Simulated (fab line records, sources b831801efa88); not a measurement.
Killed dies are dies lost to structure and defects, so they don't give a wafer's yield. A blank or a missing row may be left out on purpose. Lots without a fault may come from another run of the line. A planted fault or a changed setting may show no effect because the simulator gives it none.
fab line records | flow gf180mcu
record lots=5 wafers=15 last_day=33
route steps=602 shown M1@334 V1@335 M2@362
lots that met no fault: from a run of the same line without faults
start_h: hours from the record's first day to the start of the lot's first wafer shown | wait_h: hours since the lot's step before | " the same as in the row above | L1.1+2: a row that stands for several wafers | - no value, or no start given | * or withheld: withheld | < > ~ a bound
route shown NAME@n: a module of which the file shows steps, and the number in the route of the first | usual: mean/standard deviation of fault-free wafers | same: alike in all rows | chamber/n: place in a boat | sites: the reading at each site | _std_site: their standard deviation | _edge_site: outer sites' mean less inner sites' | radius_mm: how far each site lies from the wafer's centre | mask NAME#n: copy n | behind: the tool/chamber that last shaped the wafer | hold: why the lot was held/for how many hours/how that ended | device: the transistor (n, p or np) that didn't switch | end of line: the same wafers' tests at the end of the route | a step without rows: its recipe alone | killed: dies lost to structure and defects at the first sort, not the wafer's yield | map: a wafer's dies, x killed, . not, _ none there
set.NAME: the setting as run; set.NAME@STEP: as run at that earlier step | model.NAME: the simulator's own value behind a step, which no gauge read
lots at some steps of the route; a table a step, a row a wafer
services: from which hour (start_h, from the record's first day; less than 0 if before it) a tool's chamber was out of use, for how many hours, and why
## steps
# step GF_M1_CLEAN_19
# recipe chemistry=DIW dry=n2_spin
# columns lot.wafer tool chamber start_h wait_h
L074.1+2+3 wet_bench-02 0 380.98 0.0
L077.2+3+4 wet_bench-02 1 410.95 0.0
L079.3+4+5 wet_bench-03 1 425.20 0.0
L087.1+2+6 wet_bench-03 2 503.59 0.0
L091.1+2+6 wet_bench-03 2 543.65 0.0
# step GF_V1_CVD_00
# recipe material=SiO2 target_thk_nm=600 sigma_open_frac=0.3 temp_c=400 time_s=100 sih4_flow_sccm=60 pressure_mtorr=6
# same time_s=100
# columns lot.wafer tool chamber start_h wait_h
L074.1+2+3 hdpcvd-02 1,2,0 381.07 0.0
L077.2+3+4 hdpcvd-02 0,2,2 411.05 0.0
L079.3+4+5 hdpcvd-01 2,1,2 425.29 0.0
L087.1+2+6 hdpcvd-02 0,1,1 503.68 0.0
L091.1+2+6 hdpcvd-01 1,2,2 543.75 0.0
# step GF_V1_THK_MEAS_01
# recipe reads=SiO2_of_V1_CVD_00
# usual V1_CVD_00_THK=600/6.4
# columns lot.wafer tool chamber start_h wait_h V1_CVD_00_THK[nm]
L074.1 film_metro-04 - 381.15 0.0 607
L074.2 " - " " 599
L074.3 " - " " 603
L077.2 film_metro-02 - 411.13 0.0 613
L077.3 " - " " 613
L077.4 " - " " 607
L079.3 film_metro-01 - 425.38 0.1 590
L079.4 " - " " 600
L079.5 " - " " 592
L087.1 film_metro-01 - 503.79 0.1 605
L087.2 " - " " 597
L087.6 " - " " 601
L091.1 film_metro-01 - 543.86 0.1 599
L091.2 " - " " 602
L091.6 " - " " 597
# step GF_V1_CVD_02
# recipe material=SiO2 target_thk_nm=850 precursor=TEOS temp_c=400 time_s=94.851 rf_w=600
# usual heater_power_w=650/71
# same time_s=94.851
# columns lot.wafer tool chamber start_h wait_h heater_power_w
L074.1 pecvd-02 0 381.21 0.1 624
L074.2 " 2 " " 745
L074.3 " 1 " " 537
L077.2 pecvd-04 1 411.18 0.0 567
L077.3 " 0 " " 687
L077.4 " 2 " " 632
L079.3 pecvd-02 1 425.42 0.0 546
L079.4 " 0 " " 664
L079.5 " 1 " " 568
L087.1 pecvd-02 0 503.85 0.1 667
L087.2 " 1 " " 575
L087.6 " 0 " " 536
L091.1 pecvd-02 2 543.92 0.1 732
L091.2 " 0 " " 672
L091.6 " 2 " " 754
# step GF_V1_THK_MEAS_03
# recipe reads=SiO2_of_V1_CVD_02
# usual V1_CVD_02_THK=846/11
# columns lot.wafer tool chamber start_h wait_h V1_CVD_02_THK[nm]
L074.1 film_metro-02 - 381.28 0.0 853
L074.2 " - " " 843
L074.3 " - " " 848
L077.2 film_metro-02 - 411.26 0.0 825
L077.3 " - " " 825
L077.4 " - " " 836
L079.3 film_metro-04 - 425.51 0.1 847
L079.4 " - " " 852
L079.5 " - " " 852
L087.1 film_metro-02 - 503.92 0.0 837
L087.2 " - " " 846
L087.6 " - " " 854
L091.1 film_metro-04 - 543.99 0.0 839
L091.2 " - " " 849
L091.6 " - " " 854
# step GF_V1_CMP_04
# recipe material=SiO2 down_force_psi=4 platen_rpm=60 pad_velocity_m_s=0.94248
# usual edge_zone_pressure_frac=1.001/0.0047 motor_current_A=12.4/1.7 slurry_filter_dp_kPa=13.51/0.14 time_to_endpoint_s=79/5
# columns lot.wafer tool chamber start_h wait_h edge_zone_pressure_frac motor_current_A slurry_filter_dp_kPa time_to_endpoint_s
L074.1 cmp-01 1 381.34 0.1 0.993 15.3 13.56 85
L074.2 " 2 " " 1.008 11.5 13.47 83
L074.3 " 0 " " 1.001 12.3 13.31 86
L077.4 cmp-01 2 411.36 0.1 1.006 12.4 13.60 79
L077.2 " 3 " " 0.999 11.6 13.62 72
L077.3 " 0 " " 0.999 12.3 13.57 72
L079.4 cmp-02 1 425.65 0.1 1.006 13.4 13.46 83
L079.3 " 2 " " 1.000 13.4 13.77 79
L079.5 " 0 " " 0.998 9.5 13.59 84
L087.2 cmp-02 3 504.08 0.1 1.000 10.2 13.44 77
L087.1 " 0 " " 1.002 9.5 13.28 76
L087.6 " 2 " " 1.000 13.6 13.34 82
L091.2 cmp-02 3 544.05 0.0 1.009 10.5 13.76 79
L091.1 " 1 " " 0.991 14.2 13.34 77
L091.6 " 3 " " 1.000 9.9 13.74 83
# step GF_V1_BOW_MEAS_05
# recipe mode=bow
# usual V1_BOW=81/6.9
# columns lot.wafer tool chamber start_h wait_h V1_BOW[um]
L074.1 film_metro-02 - 381.64 0.2 77
L074.2 " - " " 78
L074.3 " - " " 63
L077.2 film_metro-02 - 411.63 0.2 84
L077.3 " - " " 79
L077.4 " - " " 73
L079.3 film_metro-01 - 425.89 0.1 83
L079.4 " - " " 79
L079.5 " - " " 91
L087.1 film_metro-02 - 504.28 0.1 87
L087.2 " - " " 87
L087.6 " - " " 75
L091.1 film_metro-04 - 544.35 0.1 78
L091.2 " - " " 85
L091.6 " - " " 78
# step GF_V1_DEHYDRATE_06
# recipe temp_c=200 time_s=60
# same time_s=60
# columns lot.wafer tool chamber start_h wait_h
L074.1+2+3 litho_track-04 0 392.64 11.0
L077.2+3+4 litho_track-02 0 422.46 10.8
L079.3+4+5 litho_track-02 0 437.84 11.9
L087.1+2+6 litho_track-04 0 515.59 11.3
L091.1+2+6 litho_track-04 0 554.99 10.6
# step GF_V1_HMDS_07
# recipe prime_time_s=60 prime_temp_c=120
# same prime_time_s=60
# columns lot.wafer tool chamber start_h wait_h
L074.1+2+3 litho_track-04 0 392.79 0.1
L077.2+3+4 litho_track-02 0 422.61 0.1
L079.3+4+5 litho_track-02 0 437.99 0.1
L087.1+2+6 litho_track-04 0 515.74 0.1
L091.1+2+6 litho_track-04 0 555.14 0.1
# step GF_V1_COAT_08
# recipe resist=BARC temp_c=withheld time_s=withheld spin_rpm=withheld resist_thk_nm=withheld
# columns lot.wafer tool chamber start_h wait_h
L074.1+2+3 litho_track-04 0 392.94 0.1
L077.2+3+4 litho_track-02 0 422.76 0.1
L079.3+4+5 litho_track-02 0 438.14 0.1
L087.1+2+6 litho_track-04 0 515.89 0.1
L091.1+2+6 litho_track-04 0 555.29 0.1
# step GF_V1_COAT_09
# recipe resist=KrF spin_rpm=withheld resist_thk_nm=1000
# columns lot.wafer tool chamber start_h wait_h
L074.1+2+3 litho_track-04 0 - -
L077.2+3+4 litho_track-02 0 - -
L079.3+4+5 litho_track-02 0 - -
L087.1+2+6 litho_track-04 0 - -
L091.1+2+6 litho_track-04 0 - -
# step GF_V1_SOFTBAKE_10
# recipe temp_c=130 time_s=60 resist=KrF
# same time_s=60
# columns lot.wafer tool chamber start_h wait_h
L074.1+2+3 litho_track-04 0 - -
L077.2+3+4 litho_track-02 0 - -
L079.3+4+5 litho_track-02 0 - -
L087.1+2+6 litho_track-04 0 - -
L091.1+2+6 litho_track-04 0 - -
# step GF_V1_EXPOSE_11
# recipe mask_id=Via1 target_cd_nm=260 na=0.68 source_shape=conventional sigma_outer=0.6 dose_mj=38
# usual exposure_dose_mJ_cm2=37.98/0.038 stage_vel_mm_s=500.02/0.22
# columns lot.wafer tool chamber start_h wait_h mask exposure_dose_mJ_cm2 stage_vel_mm_s
L074.1 krf_scanner-01 0 - - Via1#0 37.99 499.98
L074.2 " 0 " " Via1#0 37.86 499.81
L074.3 " 0 " " Via1#0 37.92 499.92
L077.2 krf_scanner-01 0 - - Via1#0 38.01 500.29
L077.3 " 0 " " Via1#0 37.99 500.38
L077.4 " 0 " " Via1#0 37.96 500.45
L079.3 krf_scanner-02 0 - - Via1#0 37.98 499.62
L079.4 " 0 " " Via1#0 37.98 499.80
L079.5 " 0 " " Via1#0 37.97 499.73
L087.1 krf_scanner-01 0 - - Via1#0 37.97 500.16
L087.2 " 0 " " Via1#0 38.00 500.77
L087.6 " 0 " " Via1#0 37.97 500.26
L091.1 krf_scanner-02 0 - - Via1#0 37.98 500.01
L091.2 " 0 " " Via1#0 37.99 500.28
L091.6 " 0 " " Via1#0 37.97 500.05
# step GF_V1_PEB_12
# recipe peb_temp_c=135 peb_time_s=90 resist=KrF
# columns lot.wafer tool chamber start_h wait_h
L074.1+2+3 litho_track-04 0 - -
L077.2+3+4 litho_track-04 0 - -
L079.3+4+5 litho_track-03 0 - -
L087.1+2+6 litho_track-03 0 - -
L091.1+2+6 litho_track-03 0 - -
# step GF_V1_DEVELOP_13
# recipe develop_time_s=60 resist=KrF dev_temp_c=21
# columns lot.wafer tool chamber start_h wait_h
L074.1+2+3 litho_track-04 0 404.34 0.2
L077.2+3+4 litho_track-04 0 434.37 0.2
L079.3+4+5 litho_track-03 0 450.90 0.1
L087.1+2+6 litho_track-03 0 527.59 0.2
L091.1+2+6 litho_track-03 0 566.69 0.2
# step GF_V1_CD_MEAS_14
# recipe target_cd_nm=260
# usual cd_nm=259.9/1.3
# columns lot.wafer tool chamber start_h wait_h cd_nm
L074.1 cd_sem-01 - 404.49 0.1 259.8
L074.2 " - " " 259.2
L074.3 " - " " 260.0
L077.2 cd_sem-02 - 434.51 0.1 261.4
L077.3 " - " " 258.9
L077.4 " - " " 260.6
L079.3 cd_sem-02 - 451.04 0.1 260.5
L079.4 " - " " 258.7
L079.5 " - " " 258.7
L087.1 cd_sem-02 - 527.74 0.1 260.6
L087.2 " - " " 260.5
L087.6 " - " " 259.5
L091.1 cd_sem-01 - 566.84 0.1 260.2
L091.2 " - " " 261.5
L091.6 " - " " 260.2
# step GF_V1_OVL_MEAS_15
# usual V1_OVL=-1/5
# columns lot.wafer tool chamber start_h wait_h V1_OVL[nm]
L074.1 overlay-01 - 404.61 0.1 5
L074.2 " - " " 9
L074.3 " - " " 4
L077.2 overlay-02 - 434.62 0.1 -3
L077.3 " - " " 0
L077.4 " - " " -5
L079.3 overlay-01 - 451.13 0.1 6
L079.4 " - " " 7
L079.5 " - " " 4
L087.1 overlay-01 - 527.86 0.1 4
L087.2 " - " " -5
L087.6 " - " " -2
L091.1 overlay-01 - 566.96 0.1 7
L091.2 " - " " 8
L091.6 " - " " 7
# step GF_V1_ETCH_16
# recipe chemistry=N2/H2 target_depth_a=withheld overetch_a=withheld time_s=withheld target=BARC ion_energy_ev=200 source_w=500 bias_w=100 pressure_mtorr=30 n2_flow_sccm=100 h2_flow_sccm=200
# usual drypump_motor_current_A=5.6/0.31 oes_product_au=0.854/0.0045 throttle_valve_pct=13.224/0.0083
# columns lot.wafer tool chamber start_h wait_h drypump_motor_current_A oes_product_au throttle_valve_pct
L074.1 rie_diel-01 2 404.65 0.0 5.8 0.851 13.232
L074.2 " 0 " " 5.8 0.854 13.218
L074.3 " 3 " " 5.5 0.861 13.210
L077.2 rie_diel-03 1 434.65 0.0 5.2 0.852 13.229
L077.3 " 2 " " 6.0 0.855 13.220
L077.4 " 3 " " 5.4 0.858 13.231
L079.3 rie_diel-04 2 451.15 0.0 5.5 0.861 13.225
L079.4 " 3 " " 5.8 0.858 13.221
L079.5 " 0 " " 5.5 0.856 13.220
L087.1 rie_diel-03 1 527.90 0.0 5.2 0.852 13.237
L087.2 " 0 " " 6.3 0.855 13.236
L087.6 " 1 " " 5.2 0.852 13.222
L091.1 rie_diel-03 3 567.00 0.0 5.5 0.854 13.229
L091.2 " 2 " " 6.0 0.854 13.220
L091.6 " 0 " " 6.3 0.849 13.204
# step GF_V1_ETCH_17
# recipe chemistry=C4F8/O2/Ar mask_material=KrF target=SiO2 stop_on=TiN source_w=1500 bias_w=1200 pressure_mtorr=40 c4f8_flow_sccm=withheld O2_flow_sccm=6 Ar_flow_sccm=300 time_s=withheld target_depth_a=6300
# usual oes_product_au=0.856/0.0047
# columns lot.wafer tool chamber start_h wait_h oes_product_au
L074.1 rie_diel-01 2 - - 0.855
L074.2 " 0 " " 0.856
L074.3 " 3 " " 0.861
L077.2 rie_diel-03 1 - - 0.860
L077.3 " 2 " " 0.858
L077.4 " 3 " " 0.852
L079.3 rie_diel-04 2 - - 0.850
L079.4 " 3 " " 0.860
L079.5 " 0 " " 0.847
L087.1 rie_diel-03 1 - - 0.851
L087.2 " 0 " " 0.858
L087.6 " 1 " " 0.852
L091.1 rie_diel-03 3 - - 0.847
L091.2 " 2 " " 0.854
L091.6 " 0 " " 0.855
# step GF_V1_STRIP_18
# recipe chemistry=O2/N2 power_w=1400 pressure_mtorr=1500 platen_temp_c=250 o2_flow_sccm=3000 n2_flow_sccm=300 overash_fraction=0.5
# usual drypump_motor_current_A=6.0/0.51 heater_power_w=339/37 o2_flow_sccm=3000/9.7 oes_product_au=0.592/0.0048
# columns lot.wafer tool chamber start_h wait_h drypump_motor_current_A heater_power_w o2_flow_sccm oes_product_au rf_hours_counter_h
L074.1 plasma_asher-03 0 404.78 - 6.1 331 3005 0.597 74
L074.2 " 1 " " 6.7 342 3009 0.596 74
L074.3 " 0 " " 6.1 332 2994 0.599 -
L077.2 plasma_asher-03 1 434.78 - 6.7 344 3005 0.586 1
L077.3 " 1 " " 6.7 339 3004 0.589 -
L077.4 " 0 " " 6.1 357 3001 0.596 -
L079.3 plasma_asher-03 1 451.31 - 6.7 339 2995 0.598 -
L079.4 " 0 " " 6.1 355 3017 0.597 -
L079.5 " 0 " " 6.1 369 3019 0.593 -
L087.1 plasma_asher-03 1 528.03 - 6.7 344 3010 0.589 10
L087.2 " 0 " " 6.1 361 3002 0.596 10
L087.6 " 1 " " 6.7 345 2993 0.590 -
L091.1 plasma_asher-04 0 567.13 - 5.9 274 2996 0.588 82
L091.2 " 1 " " 5.1 322 3004 0.587 82
L091.6 " 1 " " 5.1 321 2992 0.588 -
# step GF_V1_STRIP_19
# recipe chemistry=post_etch_residue_remover time_s=1200 temp_c=72.5
# same time_s=1200
# columns lot.wafer tool chamber start_h wait_h
L074.1+2+3 wet_bench-04 1 404.88 0.1
L077.2+3+4 wet_bench-01 1 434.88 0.1
L079.3+4+5 wet_bench-04 1 451.38 0.0
L087.1+2+6 wet_bench-01 1 528.13 0.1
L091.1+2+6 wet_bench-04 1 567.23 0.1
# step GF_V1_CLEAN_20
# recipe chemistry=DIW dry=n2_spin
# columns lot.wafer tool chamber start_h wait_h
L074.1+2+3 wet_bench-01 0 405.22 0.0
L077.2+3+4 wet_bench-04 2 435.25 0.0
L079.3+4+5 wet_bench-01 2 451.72 0.0
L087.1+2+6 wet_bench-04 0 528.47 0.0
L091.1+2+6 wet_bench-03 2 567.57 0.0
# step GF_V1_SPUTTER_21
# recipe material=Ti target_thk_nm=15 chamber_pressure_pa=5 power_w=2500 substrate_temp_c=200 time_s=80.02
# usual throttle_valve_pct=30.2/1.3
# same time_s=80.02
# columns lot.wafer tool chamber start_h wait_h throttle_valve_pct
L074.1 pvd_sputter-03 - 405.32 0.0 29.4
L074.2 " - " " 30.2
L074.3 " - " " 28.3
L077.2 pvd_sputter-01 - 435.35 0.0 30.3
L077.3 " - " " 31.1
L077.4 " - " " 32.7
L079.3 pvd_sputter-01 - 451.81 0.0 30.8
L079.4 " - " " 30.7
L079.5 " - " " 31.7
L087.1 pvd_sputter-02 - 528.56 0.0 29.0
L087.2 " - " " 28.7
L087.6 " - " " 28.9
L091.1 pvd_sputter-01 - 567.66 0.0 30.2
L091.2 " - " " 32.6
L091.6 " - " " 30.4
# step GF_V1_SPUTTER_22
# recipe material=TiN target_thk_nm=10 chamber_pressure_pa=5 power_w=4000 time_s=40
# usual throttle_valve_pct=30.2/1.4
# same time_s=40
# columns lot.wafer tool chamber start_h wait_h throttle_valve_pct
L074.1 pvd_sputter-03 - 405.38 0.0 29.6
L074.2 " - " " 30.5
L074.3 " - " " 28.5
L077.2 pvd_sputter-01 - 435.41 0.0 30.5
L077.3 " - " " 30.8
L077.4 " - " " 32.9
L079.3 pvd_sputter-01 - 451.87 0.0 30.8
L079.4 " - " " 30.5
L079.5 " - " " 31.6
L087.1 pvd_sputter-02 - 528.62 0.0 29.1
L087.2 " - " " 29.0
L087.6 " - " " 28.5
L091.1 pvd_sputter-01 - 567.72 0.0 30.4
L091.2 " - " " 32.5
L091.6 " - " " 30.6
# step GF_V1_CVD_23
# recipe material=W target_thk_nm=350 time_s=105.05 temp_c=400 pressure_torr=40
# usual heater_power_w=849/60
# same time_s=105.05
# columns lot.wafer tool chamber start_h wait_h heater_power_w
L074.1 cvd_w-02 0 405.42 0.0 829
L074.2 " 1 " " 902
L074.3 " 0 " " 803
L077.2 cvd_w-01 0 435.45 0.0 751
L077.3 " 0 " " 768
L077.4 " 1 " " 913
L079.3 cvd_w-01 0 451.95 0.1 780
L079.4 " 1 " " 936
L079.5 " 1 " " 931
L087.1 cvd_w-01 1 528.66 0.0 907
L087.2 " 0 " " 759
L087.6 " 1 " " 936
L091.1 cvd_w-01 1 567.76 0.0 945
L091.2 " 0 " " 755
L091.6 " 0 " " 784
# step GF_V1_RS_MEAS_24
# recipe thk_meas_gauge=four-point-probe reads=W_of_V1_CVD_23+TiN_of_V1_SPUTTER_22+Ti_of_V1_SPUTTER_21
# usual V1_W_RS=0.326/0.0048
# columns lot.wafer tool chamber start_h wait_h V1_W_RS[ohm/sq]
L074.1 film_metro-02 - 405.53 0.1 0.325
L074.2 " - " " 0.327
L074.3 " - " " 0.320
L077.2 film_metro-02 - 435.58 0.1 0.325
L077.3 " - " " 0.321
L077.4 " - " " 0.324
L079.3 film_metro-04 - 452.07 0.1 0.332
L079.4 " - " " 0.326
L079.5 " - " " 0.329
L087.1 film_metro-01 - 528.78 0.1 0.327
L087.2 " - " " 0.332
L087.6 " - " " 0.330
L091.1 film_metro-04 - 567.87 0.1 0.327
L091.2 " - " " 0.327
L091.6 " - " " 0.327
# step GF_V1_THK_MEAS_25
# recipe thk_meas_gauge=xrf reads=W_of_V1_CVD_23
# usual V1_W_THK=358/6.9
# columns lot.wafer tool chamber start_h wait_h V1_W_THK[nm]
L074.1 film_metro-02 - 405.65 0.1 361
L074.2 " - " " 358
L074.3 " - " " 367
L077.2 film_metro-02 - 435.69 0.1 362
L077.3 " - " " 366
L077.4 " - " " 363
L079.3 film_metro-04 - 452.17 0.1 347
L079.4 " - " " 355
L079.5 " - " " 352
L087.1 film_metro-01 - 528.90 0.1 360
L087.2 " - " " 354
L087.6 " - " " 356
L091.1 film_metro-04 - 567.99 0.1 351
L091.2 " - " " 352
L091.6 " - " " 350
# step GF_V1_CMP_26
# recipe stop_on=SiO2 down_force_psi=3.5 platen_rpm=60 t_overpolish_s=15 target_thk_nm=0 pad_velocity_m_s=0.94248
# usual edge_zone_pressure_frac=0.999/0.0054 motor_current_A=11.3/1.6 overpolish_run_s=15.001/0.009 slurry_filter_dp_kPa=13.50/0.14 time_to_endpoint_s=83/3.2
# columns lot.wafer tool chamber start_h wait_h edge_zone_pressure_frac motor_current_A overpolish_run_s slurry_filter_dp_kPa time_to_endpoint_s
L074.1 cmp-02 2 405.99 0.3 1.000 12.1 15.011 13.50 84
L074.2 " 3 " " 1.005 9.2 15.014 13.65 82
L074.3 " 0 " " 1.001 8.3 15.017 13.36 87
L077.2 cmp-02 1 435.74 0.0 1.002 13.0 14.990 13.49 84
L077.4 " 2 " " 1.009 11.9 14.999 13.47 81
L077.3 " 0 " " 0.994 8.7 15.006 13.51 83
L079.4 cmp-01 1 452.21 0.0 0.998 13.2 15.001 13.59 82
L079.3 " 2 " " 1.000 11.3 15.006 13.43 80
L079.5 " 1 " " 0.996 14.5 14.999 13.62 77
L087.1 cmp-02 2 528.96 0.1 0.999 11.9 15.009 13.51 83
L087.2 " 1 " " 0.992 12.4 14.996 13.43 85
L087.6 " 2 " " 0.996 13.1 15.002 13.57 82
L091.2 cmp-01 1 568.10 0.1 0.999 13.2 15.000 13.31 81
L091.1 " 3 " " 0.997 11.4 15.014 13.74 87
L091.6 " 0 " " 0.999 10.9 15.010 13.72 86
# step GF_M2_SPUTTER_00
# recipe material=Ti target_thk_nm=37.5 arriving_ion_energy_ev=80 substrate_temp_c=200 chamber_pressure_pa=2 power_w=4000 time_s=150
# usual throttle_valve_pct=30.5/1.3
# same time_s=150
# columns lot.wafer tool chamber start_h wait_h throttle_valve_pct
L074.1 pvd_sputter-01 - 406.29 0.2 30.4
L074.2 " - " " 32.9
L074.3 " - " " 30.9
L077.2 pvd_sputter-03 - 436.04 0.2 32.2
L077.3 " - " " 30.5
L077.4 " - " " 27.9
L079.3 pvd_sputter-03 - 452.51 0.2 28.0
L079.4 " - " " 30.4
L079.5 " - " " 32.5
L087.1 pvd_sputter-03 - 529.26 0.2 28.2
L087.2 " - " " 32.1
L087.6 " - " " 28.2
L091.1 pvd_sputter-04 - 568.35 0.1 29.7
L091.2 " - " " 29.4
L091.6 " - " " 28.5
# step GF_M2_SPUTTER_01
# recipe material=TiN target_thk_nm=30 power_w=6500 time_s=25 chamber_pressure_pa=0.4
# usual throttle_valve_pct=30.5/1.3
# same time_s=25
# columns lot.wafer tool chamber start_h wait_h throttle_valve_pct
L074.1 pvd_sputter-01 - 406.39 0.1 30.3
L074.2 " - " " 32.7
L074.3 " - " " 31.0
L077.2 pvd_sputter-03 - 436.14 0.1 32.1
L077.3 " - " " 30.5
L077.4 " - " " 28.4
L079.3 pvd_sputter-03 - 452.61 0.1 28.2
L079.4 " - " " 30.6
L079.5 " - " " 32.2
L087.1 pvd_sputter-03 - 529.36 0.1 28.3
L087.2 " - " " 32.3
L087.6 " - " " 28.0
L091.1 pvd_sputter-04 - 568.45 0.1 29.9
L091.2 " - " " 29.2
L091.6 " - " " 28.6
# step GF_M2_SPUTTER_02
# recipe material=AlCu target_thk_nm=450 power_w=10600 time_s=23.9 chamber_pressure_pa=0.4
# usual throttle_valve_pct=30.5/1.3
# same time_s=23.9
# columns lot.wafer tool chamber start_h wait_h throttle_valve_pct
L074.1 pvd_sputter-01 - 406.42 0.0 30.2
L074.2 " - " " 32.7
L074.3 " - " " 30.7
L077.2 pvd_sputter-03 - 436.17 0.0 32.2
L077.3 " - " " 30.3
L077.4 " - " " 28.4
L079.3 pvd_sputter-03 - 452.64 0.0 28.5
L079.4 " - " " 30.4
L079.5 " - " " 32.2
L087.1 pvd_sputter-03 - 529.39 0.0 28.3
L087.2 " - " " 32.4
L087.6 " - " " 28.1
L091.1 pvd_sputter-04 - 568.49 0.0 29.8
L091.2 " - " " 29.4
L091.6 " - " " 28.5
# step GF_M2_SPUTTER_03
# recipe material=Ti target_thk_nm=10 substrate_temp_c=300 chamber_pressure_pa=0.3 power_w=3000 time_s=6.7
# usual throttle_valve_pct=30.5/1.3
# same time_s=6.7
# columns lot.wafer tool chamber start_h wait_h throttle_valve_pct
L074.1 pvd_sputter-01 - 406.45 0.0 30.7
L074.2 " - " " 32.9
L074.3 " - " " 30.9
L077.2 pvd_sputter-03 - 436.20 0.0 32.3
L077.3 " - " " 30.6
L077.4 " - " " 28.2
L079.3 pvd_sputter-03 - 452.67 0.0 28.3
L079.4 " - " " 30.6
L079.5 " - " " 32.3
L087.1 pvd_sputter-03 - 529.42 0.0 28.1
L087.2 " - " " 32.3
L087.6 " - " " 28.1
L091.1 pvd_sputter-04 - 568.52 0.0 29.7
L091.2 " - " " 29.3
L091.6 " - " " 28.5
# step GF_M2_SPUTTER_04
# recipe material=TiN target_thk_nm=50 power_w=6500 time_s=41.7 chamber_pressure_pa=0.4
# usual throttle_valve_pct=30.5/1.3
# same time_s=41.7
# columns lot.wafer tool chamber start_h wait_h throttle_valve_pct
L074.1 pvd_sputter-01 - 406.47 0.0 30.3
L074.2 " - " " 32.8
L074.3 " - " " 30.8
L077.2 pvd_sputter-03 - 436.22 0.0 32.3
L077.3 " - " " 30.3
L077.4 " - " " 28.3
L079.3 pvd_sputter-03 - 452.69 0.0 28.1
L079.4 " - " " 30.6
L079.5 " - " " 32.3
L087.1 pvd_sputter-03 - 529.44 0.0 28.0
L087.2 " - " " 32.1
L087.6 " - " " 28.3
L091.1 pvd_sputter-04 - 568.54 0.0 29.9
L091.2 " - " " 29.5
L091.6 " - " " 28.5
# step GF_M2_RS_MEAS_05
# recipe thk_meas_gauge=four-point-probe reads=TiN_of_M2_SPUTTER_04+Ti_of_M2_SPUTTER_03+AlCu_of_M2_SPUTTER_02+TiN_of_M2_SPUTTER_01+Ti_of_M2_SPUTTER_00
# usual M2_ALCU_RS=0.0698/0.00088
# columns lot.wafer tool chamber start_h wait_h M2_ALCU_RS[ohm/sq]
L074.1 film_metro-02 - 406.51 0.0 0.0717
L074.2 " - " " 0.0713
L074.3 " - " " 0.0714
L077.2 film_metro-04 - 436.28 0.0 0.0711
L077.3 " - " " 0.0718
L077.4 " - " " 0.0720
L079.3 film_metro-04 - 452.77 0.1 0.0688
L079.4 " - " " 0.0695
L079.5 " - " " 0.0688
L087.1 film_metro-02 - 529.48 0.0 0.0693
L087.2 " - " " 0.0698
L087.6 " - " " 0.0691
L091.1 film_metro-02 - 568.58 0.0 0.0695
L091.2 " - " " 0.0694
L091.6 " - " " 0.0692
# step GF_M2_THK_MEAS_06
# recipe thk_meas_gauge=xrf reads=AlCu_of_M2_SPUTTER_02
# usual M2_ALCU_THK=442/5.4
# columns lot.wafer tool chamber start_h wait_h M2_ALCU_THK[nm]
L074.1 film_metro-02 - 406.63 0.1 435
L074.2 " - " " 438
L074.3 " - " " 436
L077.2 film_metro-04 - 436.39 0.1 434
L077.3 " - " " 431
L077.4 " - " " 428
L079.3 film_metro-04 - 452.87 0.1 445
L079.4 " - " " 445
L079.5 " - " " 449
L087.1 film_metro-02 - 529.60 0.1 446
L087.2 " - " " 441
L087.6 " - " " 447
L091.1 film_metro-02 - 568.70 0.1 445
L091.2 " - " " 445
L091.6 " - " " 446
# step GF_M2_DEHYDRATE_07
# recipe temp_c=200 time_s=60
# same time_s=60
# columns lot.wafer tool chamber start_h wait_h
L074.1+2+3 litho_track-04 0 418.24 11.6
L077.2+3+4 litho_track-04 0 447.87 11.5
L079.3+4+5 litho_track-01 0 464.82 11.9
L087.1+2+6 litho_track-04 0 540.74 11.1
L091.1+2+6 litho_track-02 0 578.93 10.2
# step GF_M2_HMDS_08
# recipe prime_time_s=60 prime_temp_c=120
# same prime_time_s=60
# columns lot.wafer tool chamber start_h wait_h
L074.1+2+3 litho_track-04 0 418.39 0.1
L077.2+3+4 litho_track-04 0 448.02 0.1
L079.3+4+5 litho_track-01 0 464.97 0.1
L087.1+2+6 litho_track-04 0 540.89 0.1
L091.1+2+6 litho_track-02 0 579.08 0.1
# step GF_M2_COAT_09
# recipe resist=KrF spin_rpm=withheld resist_thk_nm=1000
# columns lot.wafer tool chamber start_h wait_h
L074.1+2+3 litho_track-04 0 418.54 0.1
L077.2+3+4 litho_track-04 0 448.17 0.1
L079.3+4+5 litho_track-01 0 465.12 0.1
L087.1+2+6 litho_track-04 0 541.04 0.1
L091.1+2+6 litho_track-02 0 579.23 0.1
# step GF_M2_SOFTBAKE_10
# recipe temp_c=130 time_s=60 resist=KrF
# same time_s=60
# columns lot.wafer tool chamber start_h wait_h
L074.1+2+3 litho_track-04 0 418.69 0.1
L077.2+3+4 litho_track-04 0 448.32 0.1
L079.3+4+5 litho_track-01 0 465.27 0.1
L087.1+2+6 litho_track-04 0 541.19 0.1
L091.1+2+6 litho_track-02 0 579.38 0.1
## services
# columns tool chamber start_h hours kind
cmp-02 - 368.79 1.9 repair
cmp-02 - 372.90 6.6 repair
rie_diel-03 0 386.53 3.0 repair
cvd_w-01 - 390.00 14.0 pm
plasma_asher-03 - 390.25 1.5 repair
cvd_w-01 1 395.28 3.3 repair
pvd_sputter-04 - 401.76 1.1 repair
rie_diel-03 3 401.85 30.0 repair
cmp-01 - 404.21 4.0 pm
rie_diel-03 1 410.26 8.2 repair
pvd_sputter-04 - 413.04 1.2 repair
pvd_sputter-01 - 416.62 1.2 repair
plasma_asher-03 - 421.25 9.0 pm
cmp-01 - 438.71 8.3 pm
pecvd-02 1 442.12 4.0 repair
plasma_asher-03 - 466.03 2.8 repair
wet_bench-03 - 474.65 9.9 repair
rie_diel-03 0 488.58 5.2 repair
pvd_sputter-01 - 499.30 3.4 repair
cmp-01 - 517.49 1.2 repair
cmp-02 - 551.21 0.2 repair
wet_bench-04 - 567.74 1.9 pm
pvd_sputter-01 - 571.27 7.4 repair
cmp-02 - 572.21 4.0 pm
## key
fault none
